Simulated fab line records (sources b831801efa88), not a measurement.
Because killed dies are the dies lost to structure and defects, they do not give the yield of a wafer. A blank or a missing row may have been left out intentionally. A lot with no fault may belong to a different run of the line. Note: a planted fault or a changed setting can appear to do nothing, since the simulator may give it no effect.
fab line records | flow gf180mcu
record: lots: 5 | wafers: 15 | last-day: 33
route steps=602 shown STI@21 DNWELL@32
lots that met no fault: taken from a fault-free run of the same line
start-h: hours from the record's first day to the start of the lot's first wafer shown | wait-h: how many hours have passed since the lot's step before this one | " the same as in the row above | L1.1+2: several wafers, shown together as one row | - either no value or no given start | * or withheld: withheld | < > ~ a bound
route shown NAME@n: a module of which the file shows steps, and the number in the route of the first | usual: mean/standard deviation of fault-free wafers | same: alike in all rows | chamber/n: place in a boat | sites: the reading at each site | _std_site: the values' standard deviation | _edge_site: inner sites' mean taken away from outer sites' mean | radius-mm: how far each site lies from the wafer's centre | mask NAME#n: copy n | behind: tool/chamber where the wafer was last shaped | hold: why the lot was held/for how many hours/how that ended | device: the transistor (n, p or np) that didn't switch | end of line: tests of these same wafers at the route's end | a step with no rows: only its recipe | killed: not the wafer's yield, but the dies lost to structure and defects at the first sort | map: shows each die of a wafer: x if killed, . if not, _ if none is there
set.NAME: the setting that was run; set.NAME@STEP: the one run at that earlier step | model.NAME: the simulator's own value behind a step, which no gauge read
lots at selected steps of the route; one table per step, one row per wafer
services: a tool's chamber out of use, with start hour (start-h, from the record's first day; less than 0 if before it), hours out, and reason
== steps ==
step: GF_STI_WET_ETCH_20
recipe: chemistry: dHF | dilution: 100:1 | target-depth-nm: 20 | temp-c: 25 | dry: ipa-marangoni | target: SiO2 | time-s: 400
same: time-s: 400
lot.wafer  | tool         | chamber | start-h | wait-h
L081.1+3+5 | wet-bench-03 | 3       | 62.36   | 0.0
L086.1+3+4 | wet-bench-04 | 1       | 87.96   | 0.0
L089.1+3+5 | wet-bench-02 | 2       | 104.13  | 0.0
L092.1+5+6 | wet-bench-04 | 2       | 118.28  | 0.0
L094.1+3+6 | wet-bench-03 | 3       | 129.10  | 0.0
step: GF_STI_OXIDATION_21
recipe: temp-c: 1000 | ambient: O2 | stabilise-s: 600 | purge-s: 300 | target-thk-a: 150 | ox-time-s: 458
usual: ox-temp-c: 1000.1/0.43 | tube_center_temp_C_max: 1002.6/0.43
lot.wafer | tool       | chamber | start-h | wait-h | ox-temp-c | tube_center_temp_C_max
L081.1    | furnace-02 | 0       | 62.80   | 0.3    | 999.8     | 1002.1
L081.3    | "          | 0       | "       | "      | 1000.1    | 1002.4
L081.5    | "          | 0       | "       | "      | 999.8     | 1002.3
L086.1    | furnace-02 | 0       | 89.03   | 0.9    | 1000.2    | 1002.6
L086.3    | "          | 0       | "       | "      | 1000.1    | 1003.1
L086.4    | "          | 0       | "       | "      | 1000.4    | 1002.8
L089.1    | furnace-02 | 0       | 104.37  | 0.0    | 1000.1    | 1001.8
L089.3    | "          | 0       | "       | "      | 999.7     | 1003.6
L089.5    | "          | 0       | "       | "      | 1000.2    | 1002.8
L092.1    | furnace-02 | 0       | 118.40  | 0.0    | 1000.7    | 1002.9
L092.5    | "          | 0       | "       | "      | 1001.0    | 1003.3
L092.6    | "          | 0       | "       | "      | 1000.6    | 1002.3
L094.1    | furnace-02 | 0       | 129.41  | 0.2    | 1000.6    | 1003.1
L094.3    | "          | 0       | "       | "      | 999.6     | 1002.0
L094.6    | "          | 0       | "       | "      | 999.8     | 1002.1
step: GF_STI_THK_MEAS_22
recipe: reads: SiO2_of_STI_OXIDATION_21
usual: STI_OXIDATION_01_THK: 15.19/0.24
lot.wafer | tool          | chamber | start-h | wait-h | STI_OXIDATION_01_THK[nm]
L081.1    | film-metro-03 | -       | 63.93   | 0.0    | 15.04
L081.3    | "             | -       | "       | "      | 14.72
L081.5    | "             | -       | "       | "      | 14.77
L086.1    | film-metro-01 | -       | 90.15   | 0.0    | 14.79
L086.3    | "             | -       | "       | "      | 15.26
L086.4    | "             | -       | "       | "      | 14.86
L089.1    | film-metro-01 | -       | 105.50  | 0.0    | 14.98
L089.3    | "             | -       | "       | "      | 15.00
L089.5    | "             | -       | "       | "      | 15.16
L092.1    | film-metro-02 | -       | 119.52  | 0.0    | 15.21
L092.5    | "             | -       | "       | "      | 15.02
L092.6    | "             | -       | "       | "      | 14.88
L094.1    | film-metro-01 | -       | 130.53  | 0.0    | 15.06
L094.3    | "             | -       | "       | "      | 15.00
L094.6    | "             | -       | "       | "      | 15.14
step: GF_STI_CVD_23
recipe: material: SiO2 | target-thk-nm: 650 | sigma-open-frac: 0.3 | time-s: 108.3 | temp-c: 600 | sih4-flow-sccm: 60 | pressure-mtorr: 6
same: time-s: 108.3
lot.wafer  | tool      | chamber | start-h | wait-h
L081.1+3+5 | hdpcvd-02 | 1,2,1   | 63.99   | 0.1
L086.1+3+4 | hdpcvd-01 | 0,1,0   | 90.21   | 0.1
L089.1+3+5 | hdpcvd-01 | 2,1,2   | 105.56  | 0.1
L092.1+5+6 | hdpcvd-02 | 2,2,1   | 119.58  | 0.1
L094.1+3+6 | hdpcvd-01 | 2,0,1   | 130.59  | 0.1
step: GF_STI_THK_MEAS_24
recipe: reads: SiO2_of_STI_CVD_23
usual: STI_CVD_23_THK: 653/5.3
lot.wafer | tool          | chamber | start-h | wait-h | STI_CVD_23_THK[nm]
L081.1    | film-metro-03 | -       | 64.06   | 0.0    | 653
L081.3    | "             | -       | "       | "      | 656
L081.5    | "             | -       | "       | "      | 660
L086.1    | film-metro-02 | -       | 90.29   | 0.0    | 649
L086.3    | "             | -       | "       | "      | 656
L086.4    | "             | -       | "       | "      | 654
L089.1    | film-metro-03 | -       | 105.64  | 0.0    | 647
L089.3    | "             | -       | "       | "      | 650
L089.5    | "             | -       | "       | "      | 655
L092.1    | film-metro-03 | -       | 119.66  | 0.0    | 653
L092.5    | "             | -       | "       | "      | 652
L092.6    | "             | -       | "       | "      | 652
L094.1    | film-metro-01 | -       | 130.67  | 0.0    | 664
L094.3    | "             | -       | "       | "      | 658
L094.6    | "             | -       | "       | "      | 649
step: GF_STI_CMP_25
recipe: stop-on: Si3N4 | t-overpolish-s: 33 | down-force-psi: 4 | platen-rpm: 60 | target-thk-nm: 524.6 | pad-velocity-m-s: 0.94248
usual: motor-current-A: 11.9/0.96 | overpolish-run-s: 32.999/0.0096 | time-to-endpoint-s: 122/4.1
lot.wafer | tool   | chamber | start-h | wait-h | motor-current-A | overpolish-run-s | time-to-endpoint-s
L081.3    | cmp-02 | 3       | 64.12   | 0.0    | 10.0            | 33.002           | 122
L081.1    | "      | 0       | "       | "      | 10.8            | 32.991           | 121
L081.5    | "      | 0       | "       | "      | 11.3            | 33.006           | 120
L086.3    | cmp-01 | 3       | 90.57   | 0.3    | 12.1            | 32.994           | 124
L086.1    | "      | 0       | "       | "      | 11.8            | 33.008           | 122
L086.4    | "      | 1       | "       | "      | 13.0            | 33.006           | 121
L089.3    | cmp-01 | 0       | 105.70  | 0.0    | 11.3            | 32.991           | 122
L089.1    | "      | 2       | "       | "      | 10.0            | 33.017           | 120
L089.5    | "      | 0       | "       | "      | 12.1            | 32.993           | 124
L092.1    | cmp-02 | 2       | 119.82  | 0.1    | 12.5            | 33.014           | 127
L092.6    | "      | 0       | "       | "      | 12.0            | 32.973           | 117
L092.5    | "      | 1       | "       | "      | 12.4            | 33.005           | 120
L094.1    | cmp-01 | 2       | 130.83  | 0.1    | 10.6            | 33.008           | 119
L094.3    | "      | 3       | "       | "      | 13.0            | 32.995           | 116
L094.6    | "      | 0       | "       | "      | 11.9            | 33.005           | 118
step: GF_STI_WET_ETCH_26
recipe: chemistry: dHF | target-depth-nm: 94 | target: SiO2 | temp-c: 25 | dilution: 10:1 | time-s: 188
same: time-s: 188
lot.wafer  | tool         | chamber | start-h | wait-h
L081.1+3+5 | wet-bench-02 | 0       | 64.42   | 0.2
L086.1+3+4 | wet-bench-02 | 1       | 90.82   | 0.1
L089.1+3+5 | wet-bench-02 | 0       | 106.00  | 0.1
L092.1+5+6 | wet-bench-02 | 3       | 120.02  | 0.1
L094.1+3+6 | wet-bench-04 | 3       | 131.03  | 0.1
step: GF_STI_WET_ETCH_27
recipe: chemistry: H3PO4 | target-depth-nm: 160 | target: Si3N4 | temp-c: 160 | time-s: 1825
same: time-s: 1825
lot.wafer  | tool         | chamber | start-h | wait-h
L081.1+3+5 | wet-bench-04 | 0       | 64.48   | 0.0
L086.1+3+4 | wet-bench-03 | 1       | 90.88   | 0.0
L089.1+3+5 | wet-bench-04 | 2       | 106.12  | 0.0
L092.1+5+6 | wet-bench-04 | 1       | 120.08  | 0.0
L094.1+3+6 | wet-bench-03 | 1       | 131.09  | 0.0
step: GF_STI_WET_ETCH_28
recipe: chemistry: dHF | target-depth-nm: 20 | dry: ipa-marangoni | target: SiO2 | temp-c: 25 | dilution: 10:1 | time-s: 40
same: time-s: 40
lot.wafer  | tool         | chamber | start-h | wait-h
L081.1+3+5 | wet-bench-03 | 1       | 65.00   | 0.0
L086.1+3+4 | wet-bench-02 | 3       | 91.44   | 0.0
L089.1+3+5 | wet-bench-03 | 3       | 106.63  | 0.0
L092.1+5+6 | wet-bench-03 | 1       | 120.60  | 0.0
L094.1+3+6 | wet-bench-02 | 0       | 131.61  | 0.0
step: GF_STI_OXIDATION_29
recipe: temp-c: 900 | ambient: O2 | stabilise-s: 600 | purge-s: 300 | target-thk-a: 100 | ox-time-s: 1418
usual: ox-temp-c: 900.0/0.36 | tube_center_temp_C_max: 902.3/0.41
lot.wafer | tool       | chamber | start-h | wait-h | ox-temp-c | tube_center_temp_C_max
L081.1    | furnace-02 | 0       | 65.37   | 0.4    | 899.9     | 901.6
L081.3    | "          | 0       | "       | "      | 899.3     | 902.5
L081.5    | "          | 0       | "       | "      | 900.4     | 901.9
L086.1    | furnace-02 | 0       | 92.06   | 0.6    | 899.3     | 902.3
L086.3    | "          | 0       | "       | "      | 899.6     | 902.0
L086.4    | "          | 0       | "       | "      | 899.7     | 902.1
L089.1    | furnace-02 | 0       | 106.65  | 0.0    | 900.3     | 901.8
L089.3    | "          | 0       | "       | "      | 899.7     | 902.1
L089.5    | "          | 0       | "       | "      | 899.7     | 902.5
L092.1    | furnace-01 | 0       | 121.57  | 1.0    | 899.9     | 902.1
L092.5    | "          | 0       | "       | "      | 900.3     | 902.1
L092.6    | "          | 0       | "       | "      | 899.4     | 903.3
L094.1    | furnace-02 | 0       | 133.43  | 1.8    | 900.0     | 902.4
L094.3    | "          | 0       | "       | "      | 899.7     | 902.1
L094.6    | "          | 0       | "       | "      | 900.5     | 902.9
step: GF_STI_THK_MEAS_30
recipe: reads: SiO2_of_STI_OXIDATION_29
usual: STI_OXIDATION_02_THK: 10.12/0.22
lot.wafer | tool          | chamber | start-h | wait-h | STI_OXIDATION_02_THK[nm]
L081.1    | film-metro-03 | -       | 66.77   | 0.0    | 10.13
L081.3    | "             | -       | "       | "      | 10.16
L081.5    | "             | -       | "       | "      | 10.07
L086.1    | film-metro-01 | -       | 93.46   | 0.0    | 10.50
L086.3    | "             | -       | "       | "      | 10.40
L086.4    | "             | -       | "       | "      | 10.63
L089.1    | film-metro-01 | -       | 108.04  | 0.0    | 10.03
L089.3    | "             | -       | "       | "      | 10.12
L089.5    | "             | -       | "       | "      | 10.06
L092.1    | film-metro-03 | -       | 122.96  | 0.0    | 9.71
L092.5    | "             | -       | "       | "      | 9.91
L092.6    | "             | -       | "       | "      | 9.88
L094.1    | film-metro-01 | -       | 134.82  | 0.0    | 9.80
L094.3    | "             | -       | "       | "      | 9.83
L094.6    | "             | -       | "       | "      | 9.84
step: GF_DNWELL_DEHYDRATE_00
recipe: temp-c: 200 | time-s: 60
same: time-s: 60
lot.wafer  | tool           | chamber | start-h | wait-h
L081.1+3+5 | litho-track-03 | 0       | 72.91   | 6.1
L086.1+3+4 | litho-track-03 | 0       | 100.26  | 6.8
L089.1+3+5 | litho-track-02 | 0       | 114.74  | 6.7
L092.1+5+6 | litho-track-04 | 0       | 129.74  | 6.8
L094.1+3+6 | litho-track-03 | 0       | 141.31  | 6.5
step: GF_DNWELL_HMDS_01
recipe: prime-time-s: 60 | prime-temp-c: 120
lot.wafer  | tool           | chamber | start-h | wait-h
L081.1+3+5 | litho-track-03 | 0       | 73.06   | 0.1
L086.1+3+4 | litho-track-03 | 0       | 100.41  | 0.1
L089.1+3+5 | litho-track-02 | 0       | 114.89  | 0.1
L092.1+5+6 | litho-track-04 | 0       | 129.89  | 0.1
L094.1+3+6 | litho-track-03 | 0       | 141.46  | 0.1
== services ==
tool       | chamber | start-h | hours | kind
furnace-02 | -       | 47.00   | 4.8   | pm
hdpcvd-01  | -       | 47.27   | 0.6   | repair
furnace-02 | -       | 51.75   | 3.8   | pm
cmp-01     | -       | 64.00   | 4.0   | pm
cmp-01     | -       | 68.00   | -     | consumable-replace:conditioner
cmp-01     | -       | 68.00   | -     | consumable-replace:pad
cmp-02     | -       | 68.40   | 6.5   | pm
furnace-01 | -       | 129.94  | 4.1   | pm
furnace-01 | -       | 133.74  | 4.4   | repair
== key ==
fault none
